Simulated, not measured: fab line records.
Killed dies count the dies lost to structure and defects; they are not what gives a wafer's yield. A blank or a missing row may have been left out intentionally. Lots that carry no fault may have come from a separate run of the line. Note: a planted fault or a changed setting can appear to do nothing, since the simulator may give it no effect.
The tool behind it: which one? ; flow gf180mcu ; 24 lots with 72 wafers sampled at 6 steps, on a route of 602 steps

== WHAT THE GAUGES READ, wafer by wafer ==
GF_V1_THK_MEAS_03. Usual: V1_CVD_02_THK gives 851 nm (standard deviation 12).
lot;measured;on;V1_CVD_02_THK (nm);flag
L074;day 17 05:53;filmMetro-04;845 862 890;
L075;day 17 17:23;filmMetro-04;852 848 866;
L076;day 17 22:26;filmMetro-02;868 873 861;
L077;day 18 08:48;filmMetro-04;868 855 858;
L078;day 18 20:14;filmMetro-04;839 846 855;
L079;day 19 01:25;filmMetro-04;845 863 846;
L080;day 19 15:59;filmMetro-01;849 847 824;
L081;day 20 02:26;filmMetro-02;843 849 856;
L082;day 20 08:11;filmMetro-02;830 848 850;
L083;day 20 12:48;filmMetro-01;857 856 873;
L084;day 21 04:34;filmMetro-02;845 848 844;
L085;day 21 10:01;filmMetro-04;839 831 843;
L086;day 22 02:38;filmMetro-01;852 845 840;
L087;day 22 02:55;filmMetro-01;836 847 839;
L088;day 22 09:34;filmMetro-01;826 845 857;
L089;day 22 22:32;filmMetro-01;835 838 865;
L090;day 23 07:13;filmMetro-02;865 868 860;
L091;day 23 09:26;filmMetro-02;853 852 859;
L092;day 23 17:04;filmMetro-01;834 849 864;
L093;day 24 07:14;filmMetro-01;842 856 855;
L094;day 24 12:50;filmMetro-02;847 853 865;
L095;day 24 16:57;filmMetro-02;838 840 845;
L096;day 24 20:36;filmMetro-02;846 845 851;
L097;day 25 07:05;filmMetro-01;857 849 858;

GF_M3_OVL_MEAS_15. Usual: M3_OVL gives 2 nm (standard deviation 5.1).
lot;measured;on;M3_OVL (nm);flag
L074;day 21 10:41;overlay-02;-1 6 -8;
L075;day 21 22:46;overlay-01;2 -1 -2;
L076;day 22 03:14;overlay-02;4 2 2;
L077;day 22 14:05;overlay-01;4 5 0;
L078;day 23 00:39;overlay-02;-2 -3 -5;
L079;day 23 05:52;overlay-01;13 7 12;
L080;day 23 19:34;overlay-01;1 -1 0;
L081;day 24 04:56;overlay-01;3 1 2;
L082;day 24 10:57;overlay-02;-1 -5 -3;
L083;day 24 14:43;overlay-01;2 9 14;
L084;day 25 03:50;overlay-02;4 6 10;
L085;day 25 09:14;overlay-01;-3 -6 -2;
L086;day 25 23:34;overlay-02;10 5 10;
L087;day 26 01:02;overlay-02;5 9 2;
L088;day 26 06:22;overlay-01;-12 -6 -10;
L089;day 26 18:49;overlay-02;3 -2 3;
L090;day 27 02:32;overlay-01;8 -3 3;
L091;day 27 04:11;overlay-02;0 2 -2;
L092;day 27 10:23;overlay-02;-10 0 -2;
L093;day 28 00:38;overlay-02;1 -2 6;
L094;day 28 05:08;overlay-02;-1 0 -4;
L095;day 28 09:12;overlay-02;9 9 7;
L096;day 28 11:02;overlay-01;-5 2 -4;
L097;day 28 21:58;overlay-02;5 -2 5;

GF_M4_THK_MEAS_06: measures by xrf. Usual: M4_ALCU_THK gives 455 nm (standard deviation 6.8).
lot;measured;on;M4_ALCU_THK (nm);flag
L074;day 22 12:45;filmMetro-01;453 465 460;
L075;day 23 00:53;filmMetro-03;454 451 444;
L076;day 23 06:21;filmMetro-02;461 455 462;
L077;day 23 16:02;filmMetro-03;453 463 457;
L078;day 24 02:23;filmMetro-02;446 455 449;
L079;day 24 07:25;filmMetro-03;452 450 454;
L080;day 24 20:53;filmMetro-01;467 458 461;
L081;day 25 05:16;filmMetro-02;454 449 459;
L082;day 25 11:25;filmMetro-03;448 455 449;
L083;day 25 15:25;filmMetro-02;451 445 447;
L084;day 26 03:14;filmMetro-01;447 453 458;
L085;day 26 09:19;filmMetro-01;454 461 460;
L086;day 26 23:38;filmMetro-02;458 463 451;
L087;day 27 00:46;filmMetro-03;454 451 446;
L088;day 27 06:33;filmMetro-03;455 453 452;
L089;day 27 18:18;filmMetro-02;457 455 453;
L090;day 28 01:35;filmMetro-03;453 452 450;
L091;day 28 03:36;filmMetro-03;450 456 445;
L092;day 28 09:06;filmMetro-02;451 460 455;
L093;day 28 23:10;filmMetro-03;462 458 461;
L094;day 29 03:45;filmMetro-03;449 454 444;
L095;day 29 07:59;filmMetro-01;464 466 464;
L096;day 29 09:49;filmMetro-03;446 442 448;
L097;day 29 20:09;filmMetro-01;459 465 460;

== EACH LOT AND THE TOOL THAT RAN IT (in order: tool; ch and the chambers of the sampled wafers; start) ==
lot;GF_V1_ETCH_16;GF_M2_SPUTTER_00;GF_M3_STRIP_17
L074;rieDiel-04 ch 0,2, day 18 05:39;pvdSputter-04, day 18 07:01;plasmaAsher-04 ch 0,1, day 21 10:50
L075;rieDiel-04 ch 0,1,2, day 18 17:54;pvdSputter-02, day 18 19:16;plasmaAsher-04 ch 0, day 21 23:04
L076;rieDiel-02 ch 0,1,2, day 18 23:30;pvdSputter-02, day 19 00:52;plasmaAsher-02 ch 0,1, day 22 03:25
L077;rieDiel-02 ch 0,1, day 19 09:34;pvdSputter-02, day 19 11:01;plasmaAsher-04 ch 0,1, day 22 14:16
L078;rieDiel-03 ch 0,1,2, day 19 20:36;pvdSputter-01, day 19 21:57;plasmaAsher-02 ch 0,1, day 23 00:49
L079;rieDiel-03 ch 1,3, day 20 01:56;pvdSputter-04, day 20 03:17;plasmaAsher-02 ch 0,1, day 23 06:10
L080;rieDiel-03 ch 1,2,3, day 20 16:49;pvdSputter-01, day 20 18:10;plasmaAsher-03 ch 0,1, day 23 19:44
L081;rieDiel-04 ch 0,2,3, day 21 03:26;pvdSputter-04, day 21 04:52;plasmaAsher-03 ch 0,1, day 24 05:07
L082;rieDiel-02 ch 0,1,2, day 21 09:17;pvdSputter-01, day 21 10:38;plasmaAsher-03 ch 0,1, day 24 11:07
L083;rieDiel-02 ch 0,1,3, day 21 13:12;pvdSputter-02, day 21 14:40;plasmaAsher-04 ch 0,1, day 24 14:53
L084;rieDiel-03 ch 0,2, day 22 04:27;pvdSputter-02, day 22 05:55;plasmaAsher-03 ch 0,1, day 25 04:01
L085;rieDiel-02 ch 1,2,3, day 22 10:01;pvdSputter-02, day 22 11:22;plasmaAsher-03 ch 0,1, day 25 09:23
L086;rieDiel-04 ch 1,2,3, day 23 02:03;pvdSputter-02, day 23 03:25;plasmaAsher-03 ch 0,1, day 25 23:44
L087;rieDiel-02 ch 0,1,2, day 23 02:24;pvdSputter-01, day 23 03:46;plasmaAsher-03 ch 0,1, day 26 01:13
L088;rieDiel-04 ch 0,1, day 23 08:49;pvdSputter-01, day 23 10:11;plasmaAsher-03 ch 0,1, day 26 06:32
L089;rieDiel-02 ch 1,2, day 23 21:58;pvdSputter-02, day 23 23:20;plasmaAsher-04 ch 0,1, day 26 19:07
L090;rieDiel-04 ch 0,2,3, day 24 05:58;pvdSputter-04, day 24 07:19;plasmaAsher-04 ch 0,1, day 27 02:43
L091;rieDiel-04 ch 0,2, day 24 08:29;pvdSputter-01, day 24 09:50;plasmaAsher-04 ch 0,1, day 27 04:22
L092;rieDiel-03 ch 2,3, day 24 15:25;pvdSputter-04, day 24 16:48;plasmaAsher-03 ch 0,1, day 27 10:34
L093;rieDiel-04 ch 0,3, day 25 06:05;pvdSputter-02, day 25 07:29;plasmaAsher-04 ch 0,1, day 28 00:56
L094;rieDiel-03 ch 0,2,3, day 25 10:58;pvdSputter-01, day 25 12:19;plasmaAsher-04 ch 0,1, day 28 05:18
L095;rieDiel-03 ch 1,2, day 25 14:56;pvdSputter-01, day 25 16:19;plasmaAsher-02 ch 0,1, day 28 09:29
L096;rieDiel-03 ch 1,2,3, day 25 18:28;pvdSputter-01, day 25 19:50;plasmaAsher-03 ch 0,1, day 28 11:13
L097;rieDiel-03 ch 0,1,2, day 26 05:00;pvdSputter-02, day 26 06:54;plasmaAsher-02 ch 0,1, day 28 22:16
- GF_V1_ETCH_16: etches BARC in N2/H2.
- GF_M2_SPUTTER_00: material Ti, target thk 37.5 nm, time 150 s.
- GF_M3_STRIP_17: strips in O2/N2.

== AS READ BY THE TOOLS THEMSELVES (means over the sampled wafers that have a number; for cases with no such wafer, the mark the record gives instead) ==
GF_V1_ETCH_16. Usual: drypumpMotorCurrentA 5.5 A, standard deviation 0.47; oesProductAu 0.855 a.u., standard deviation 0.0046; throttleValvePct 13.224 %, standard deviation 0.0087.
lot;tool;drypumpMotorCurrentA (A);oesProductAu (a.u.);throttleValvePct (%);flag
L074;rieDiel-04;6.0;0.853;13.224;
L075;rieDiel-04;5.8;0.853;13.218;
L076;rieDiel-02;5.4;0.853;13.224;
L077;rieDiel-02;5.6;0.856;13.228;
L078;rieDiel-03;5.3;0.851;13.230;
L079;rieDiel-03;5.3;0.854;13.227;
L080;rieDiel-03;5.2;0.857;13.228;
L081;rieDiel-04;5.9;0.857;13.220;
L082;rieDiel-02;5.4;0.854;13.223;
L083;rieDiel-02;5.5;0.851;13.223;
L084;rieDiel-03;5.1;0.854;13.231;
L085;rieDiel-02;5.4;0.854;13.226;
L086;rieDiel-04;6.1;0.855;13.217;
L087;rieDiel-02;5.4;0.854;13.213;
L088;rieDiel-04;5.5;0.857;13.227;
L089;rieDiel-02;5.5;0.853;13.229;
L090;rieDiel-04;5.9;0.856;13.230;
L091;rieDiel-04;5.6;0.854;13.224;
L092;rieDiel-03;5.1;0.851;13.227;
L093;rieDiel-04;5.8;0.862;13.221;
L094;rieDiel-03;5.2;0.849;13.228;
L095;rieDiel-03;5.2;0.856;13.229;
L096;rieDiel-03;5.2;0.853;13.223;
L097;rieDiel-03;5.3;0.855;13.222;

GF_M2_SPUTTER_00. Usual: throttleValvePct at 30.1 %, with a standard deviation of 1.3.
lot;tool;throttleValvePct (%);flag
L074;pvdSputter-04;30.7;
L075;pvdSputter-02;30.6;
L076;pvdSputter-02;29.4;
L077;pvdSputter-02;30.8;
L078;pvdSputter-01;29.9;
L079;pvdSputter-04;30.5;
L080;pvdSputter-01;29.9;
L081;pvdSputter-04;30.1;
L082;pvdSputter-01;30.1;
L083;pvdSputter-02;29.7;
L084;pvdSputter-02;29.7;
L085;pvdSputter-02;30.9;
L086;pvdSputter-02;31.1;
L087;pvdSputter-01;29.2;
L088;pvdSputter-01;29.4;
L089;pvdSputter-02;30.9;
L090;pvdSputter-04;30.7;
L091;pvdSputter-01;29.4;
L092;pvdSputter-04;30.2;
L093;pvdSputter-02;30.2;
L094;pvdSputter-01;29.5;
L095;pvdSputter-01;28.4;
L096;pvdSputter-01;30.0;
L097;pvdSputter-02;30.4;

GF_M3_STRIP_17. Usual: drypumpMotorCurrentA 6.0 A, standard deviation 0.7; heaterPowerW 333 W, standard deviation 22; oesProductAu 0.540 a.u., standard deviation 0.0052; stripTimeToEndpointS 7.68 s, standard deviation 0.061.
lot;tool;drypumpMotorCurrentA (A);heaterPowerW (W);oesProductAu (a.u.);stripTimeToEndpointS (s);flag
L074;plasmaAsher-04;6.0;339;0.541;7.67;
L075;plasmaAsher-04;6.7;317;0.536;7.62;
L076;plasmaAsher-02;5.8;325;0.535;7.64;
L077;plasmaAsher-04;6.0;332;0.539;7.73;
L078;plasmaAsher-02;6.0;341;0.541;7.70;
L079;plasmaAsher-02;6.0;339;0.541;7.78;
L080;plasmaAsher-03;6.4;336;0.540;7.65;
L081;plasmaAsher-03;6.4;339;0.537;7.65;
L082;plasmaAsher-03;6.2;316;0.537;7.71;
L083;plasmaAsher-04;5.3;343;0.542;7.75;
L084;plasmaAsher-03;6.2;320;0.548;7.75;
L085;plasmaAsher-03;6.4;334;0.538;7.58;
L086;plasmaAsher-03;6.4;338;0.539;7.67;
L087;plasmaAsher-03;6.4;334;0.537;7.64;
L088;plasmaAsher-03;6.4;336;0.539;7.67;
L089;plasmaAsher-04;5.4;348;0.538;7.73;
L090;plasmaAsher-04;5.4;342;0.542;7.62;
L091;plasmaAsher-04;5.4;346;0.542;7.67;
L092;plasmaAsher-03;6.4;332;0.542;7.68;
L093;plasmaAsher-04;5.4;346;0.543;7.71;
L094;plasmaAsher-04;6.0;329;0.547;7.66;
L095;plasmaAsher-02;6.0;331;0.536;7.68;
L096;plasmaAsher-03;6.4;336;0.539;7.69;
L097;plasmaAsher-02;5.8;325;0.541;7.69;

== THE ANSWER, worked out from the rows above alone ==
Rule: a lot is off if the mean of its wafers that have a number lies more than 3 standard deviations from the usual mean. Also off: a lot with no number at a reading for which 4 or more lots have one. Where the step has rows for the other lots, those lots are counted as sound. The gauges are gone through in route order, then the tools' own readings, and for those a lot's mean is taken as printed above. The first step at which some lot is off is used, and at that step the reading that is off furthest; a lot without a number counts as furthest.
None of the lots is off at any reading shown; this tells nothing.

== WHAT THE SIMULATOR PUT IN ==
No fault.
